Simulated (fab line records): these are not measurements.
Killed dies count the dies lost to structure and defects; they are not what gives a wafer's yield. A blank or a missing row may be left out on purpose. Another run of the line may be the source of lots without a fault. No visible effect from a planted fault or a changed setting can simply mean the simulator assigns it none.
What tool caused it? / flow sky130 / 14 lots, 42 wafers sampled, at 2 steps of a route of 708

## WHAT THE GAUGES READ, wafer by wafer
The record lacks any reading of a measuring or inspecting step that a usual standard deviation could be used to judge.

## WHICH TOOL RAN EACH LOT (tool, then ch and the chambers of the sampled wafers, then the start)
lot=L316; SKY_FIELD_ISO_OXIDATION_01=furnace-02 ch 0, day 1 16:15; SKY_NWELL_CLEAN_00=wet_bench-03 ch 1, day 2 16:47
lot=L317; SKY_FIELD_ISO_OXIDATION_01=furnace-02 ch 0, day 1 20:25; SKY_NWELL_CLEAN_00=wet_bench-02 ch 2, day 2 23:26
lot=L318; SKY_FIELD_ISO_OXIDATION_01=furnace-02 ch 0, day 2 01:07; SKY_NWELL_CLEAN_00=wet_bench-01 ch 2, day 3 02:19
lot=L319; SKY_FIELD_ISO_OXIDATION_01=furnace-01 ch 0, day 2 06:07; SKY_NWELL_CLEAN_00=wet_bench-02 ch 2, day 3 07:22
lot=L320; SKY_FIELD_ISO_OXIDATION_01=furnace-01 ch 0, day 2 11:29; SKY_NWELL_CLEAN_00=wet_bench-01 ch 0, day 3 12:15
lot=L321; SKY_FIELD_ISO_OXIDATION_01=furnace-02 ch 0, day 2 18:21; SKY_NWELL_CLEAN_00=wet_bench-02 ch 2, day 3 18:02
lot=L325; SKY_FIELD_ISO_OXIDATION_01=furnace-01 ch 0, day 3 12:07; SKY_NWELL_CLEAN_00=wet_bench-01 ch 2, day 4 14:57
lot=L326; SKY_FIELD_ISO_OXIDATION_01=furnace-01 ch 0, day 3 18:04; SKY_NWELL_CLEAN_00=wet_bench-01 ch 0, day 4 23:17
lot=L329; SKY_FIELD_ISO_OXIDATION_01=furnace-02 ch 0, day 4 08:07; SKY_NWELL_CLEAN_00=wet_bench-02 ch 0, day 5 10:11
lot=L334; SKY_FIELD_ISO_OXIDATION_01=furnace-01 ch 0, day 5 09:17; SKY_NWELL_CLEAN_00=wet_bench-02 ch 3, day 6 12:24
lot=L335; SKY_FIELD_ISO_OXIDATION_01=furnace-02, day 5 14:10; SKY_NWELL_CLEAN_00=-
lot=L336; SKY_FIELD_ISO_OXIDATION_01=furnace-02, day 5 19:49; SKY_NWELL_CLEAN_00=-
lot=L337; SKY_FIELD_ISO_OXIDATION_01=furnace-01 ch 0, day 6 00:07; SKY_NWELL_CLEAN_00=wet_bench-02 ch 3, day 7 05:32
lot=L338; SKY_FIELD_ISO_OXIDATION_01=furnace-01 ch 0, day 6 06:15; SKY_NWELL_CLEAN_00=wet_bench-01 ch 0, day 7 12:17
- SKY_FIELD_ISO_OXIDATION_01: stabilise 600 s, purge 300 s, target thk 12 nm.
- SKY_NWELL_CLEAN_00: cleans in SC1/SC2, time 150 s.

## AS READ BY THE TOOLS THEMSELVES (means over the sampled wafers that have a number; for cases with no such wafer, the mark the record gives instead)
SKY_FIELD_ISO_OXIDATION_01. Usual: ox_temp_c 900.0 C, standard deviation 0.39; ox_temp_c_max 904.6, standard deviation 1.1; zone_power_bottom_pct 28.8 %, standard deviation 1.9; zone_power_lower_pct 16.7 %, standard deviation 0.85.
lot=L316; tool=furnace-02; ox_temp_c (C)=900.5; ox_temp_c_max=903.9; zone_power_bottom_pct (%)=25.9; zone_power_lower_pct (%)=17.8; flag=
lot=L317; tool=furnace-02; ox_temp_c (C)=900.2; ox_temp_c_max=904.3; zone_power_bottom_pct (%)=26.1; zone_power_lower_pct (%)=17.9; flag=
lot=L318; tool=furnace-02; ox_temp_c (C)=900.2; ox_temp_c_max=904.1; zone_power_bottom_pct (%)=26.1; zone_power_lower_pct (%)=17.8; flag=
lot=L319; tool=furnace-01; ox_temp_c (C)=899.3; ox_temp_c_max=904.2; zone_power_bottom_pct (%)=29.9; zone_power_lower_pct (%)=16.2; flag=
lot=L320; tool=furnace-01; ox_temp_c (C)=899.9; ox_temp_c_max=905.0; zone_power_bottom_pct (%)=30.0; zone_power_lower_pct (%)=15.9; flag=
lot=L321; tool=furnace-02; ox_temp_c (C)=899.8; ox_temp_c_max=903.6; zone_power_bottom_pct (%)=26.2; zone_power_lower_pct (%)=17.8; flag=
lot=L325; tool=furnace-01; ox_temp_c (C)=900.0; ox_temp_c_max=904.8; zone_power_bottom_pct (%)=30.1; zone_power_lower_pct (%)=16.1; flag=
lot=L326; tool=furnace-01; ox_temp_c (C)=900.2; ox_temp_c_max=905.6; zone_power_bottom_pct (%)=30.2; zone_power_lower_pct (%)=16.0; flag=
lot=L329; tool=furnace-02; ox_temp_c (C)=899.9; ox_temp_c_max=903.2; zone_power_bottom_pct (%)=26.1; zone_power_lower_pct (%)=17.8; flag=
lot=L334; tool=furnace-01; ox_temp_c (C)=900.1; ox_temp_c_max=904.9; zone_power_bottom_pct (%)=30.0; zone_power_lower_pct (%)=16.0; flag=
lot=L335; tool=furnace-02; ox_temp_c (C)=-; ox_temp_c_max=-; zone_power_bottom_pct (%)=-; zone_power_lower_pct (%)=-; flag=OFF
lot=L336; tool=furnace-02; ox_temp_c (C)=-; ox_temp_c_max=-; zone_power_bottom_pct (%)=-; zone_power_lower_pct (%)=-; flag=OFF
lot=L337; tool=furnace-01; ox_temp_c (C)=900.5; ox_temp_c_max=906.9; zone_power_bottom_pct (%)=30.1; zone_power_lower_pct (%)=16.1; flag=
lot=L338; tool=furnace-01; ox_temp_c (C)=900.2; ox_temp_c_max=904.9; zone_power_bottom_pct (%)=30.3; zone_power_lower_pct (%)=16.1; flag=

## THE ANSWER, worked out from the rows above alone
Rule: take the mean of a lot's wafers that have a number; if it is more than 3 standard deviations from the usual mean, the lot is off. A lot without any number at a reading at which 4 lots or more have one is off too. All remaining lots with rows at the step are treated as sound. First the gauges in route order, then the tools' own readings, where a lot's mean is used as printed above. The first step at which some lot is off is used, and at that step the reading that is off furthest; a lot without a number counts as furthest.
Off: L335, L336 (SKY_FIELD_ISO_OXIDATION_01, ox_temp_c). Without a number there: L335, L336.
A tool fits if, at that step or a process step before it, it ran every lot that is off, and no sound lot after the first of them. One fits: SKY_FIELD_ISO_OXIDATION_01 on furnace-02. Its last sound lot is L329 (day 4 08:07), its first lot that is off L335 (day 5 14:10): a fault that began between those two fits.
Blank at SKY_FIELD_ISO_OXIDATION_01 on the lots that are off, where sound lots have numbers: ox_temp_c, ox_temp_c_max, zone_power_bottom_pct, zone_power_lower_pct.

## WHAT WAS PUT IN BY THE SIMULATOR
At SKY_FIELD_ISO_OXIDATION_01, the step was skipped entirely on furnace-02 from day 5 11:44 on. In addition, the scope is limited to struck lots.
Struck lots among those shown: L335, L336. Same finding as the rule above.
